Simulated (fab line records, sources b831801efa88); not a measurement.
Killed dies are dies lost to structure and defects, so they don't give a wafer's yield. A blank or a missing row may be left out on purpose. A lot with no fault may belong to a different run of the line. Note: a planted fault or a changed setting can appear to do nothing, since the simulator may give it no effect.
Chamber matching | flow sky130 | 4 sister chambers for SKY_POLY_GATE_ETCH_17 on rie-si-02
The step etches poly-Si in HBr/Cl2, stops on SiO2, target depth 180 nm, time 70.5 s. 8 wafers are shown with their chamber, then 8 later ones without.

WAFERS, EACH WITH ITS CHAMBER
wafer  | chamber | drypump-motor-current-A (A) | throttle-valve-pct (%)
L120.2 | 2       | 5.7                         | 33.687
L120.6 | 0       | 5.2                         | 33.681
L121.3 | 2       | 5.7                         | 33.673
L123.3 | 1       | 5.6                         | 33.697
L122.2 | 0       | 5.2                         | 33.674
L122.4 | 3       | 5.6                         | 33.683
L122.5 | 3       | 5.6                         | 33.683
L129.1 | 1       | 5.5                         | 33.700

WAFERS MISSING THEIR CHAMBER
wafer  | drypump-motor-current-A (A) | throttle-valve-pct (%)
L129.4 | 5.2                         | 33.687
L129.6 | 5.6                         | 33.678
L137.1 | 5.6                         | 33.682
L137.2 | 5.6                         | 33.659
L137.6 | 5.7                         | 33.690
L141.2 | 5.6                         | 33.685
L141.4 | 5.2                         | 33.703
L141.6 | 5.6                         | 33.674

WHICH CHAMBER EACH ONE RAN IN
wafer  | from the rows above     | in truth
L129.4 | 0                       | 0
L129.6 | can't be placed: 3 or 2 | 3
L137.1 | 3                       | 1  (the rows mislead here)
L137.2 | can't be placed: 3 or 2 | 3
L137.6 | can't be placed: 2 or 3 | 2
L141.2 | 3                       | 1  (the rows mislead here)
L141.4 | 0                       | 0
L141.6 | can't be placed: 3 or 2 | 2
2 of 8 placed correctly. These rows do not allow placing 4 (true chamber among the candidates in 4). 2 placed wrongly.
How it was worked out, from the rows above alone: a wafer's distance from a chamber is the root of the sum, over the readings, of the square of ((its reading less the chamber's mean) divided by the reading's scatter). If the next closest chamber is less than 2 further off than the closest, the wafer can't be placed; otherwise it belongs to the closest. A chamber's mean is the mean of its shown wafers. How the scatter is found: for the shown wafers, subtract from each reading the mean of its chamber, square and add these, divide the total by (wafers less chambers), then take the root.
